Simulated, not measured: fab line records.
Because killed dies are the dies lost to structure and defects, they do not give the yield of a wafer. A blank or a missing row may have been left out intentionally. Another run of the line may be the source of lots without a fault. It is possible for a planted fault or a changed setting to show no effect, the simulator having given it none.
Chamber matching | flow sky130 | SKY_FIELD_ISO_ETCH_15 on rieDiel-02 has 4 sister chambers
The step etches the open film in CHF3/O2, stops on Si, target depth 180 nm, time 72 s. 4 wafers are shown with their chamber, then 9 later ones without.

WAFERS, EACH WITH ITS CHAMBER
wafer  | chamber | drypumpMotorCurrentA (A)
L083.5 | 1       | 6.4
L085.2 | 2       | 5.3
L085.5 | 0       | 4.9
L085.6 | 3       | 6.3

WAFERS WITHOUT THEIR CHAMBER
wafer  | drypumpMotorCurrentA (A)
L089.2 | 5.3
L089.5 | 6.3
L089.6 | 4.9
L095.1 | 6.4
L095.2 | 5.3
L095.3 | 5.0
L095.4 | 5.0
L095.5 | 5.3
L095.6 | 6.4

WHICH CHAMBER EACH ONE RAN IN
wafer  | from the rows above | in truth
L089.2 | 2                   | 2
L089.5 | 3                   | 3
L089.6 | 0                   | 0
L095.1 | 1                   | 1
L095.2 | 2                   | 2
L095.3 | 0                   | 0
L095.4 | 0                   | 0
L095.5 | 2                   | 2
L095.6 | 1                   | 1
Correctly placed: 9 of 9. From these rows, 0 cannot be placed. 0 placed wrongly.
How it was worked out, from the rows above alone: a wafer's distance from a chamber is the root of the sum, over the readings, of the square of ((its reading less the chamber's mean) divided by the reading's scatter). If the next closest chamber is less than 2 further off than the closest, the wafer can't be placed; otherwise it belongs to the closest. For every chamber, the mean is computed from those of its wafers that are shown. The scatter (one wafer shown for each chamber): square how far every hidden wafer sits from the nearest shown wafer, average those squares and take the square root.
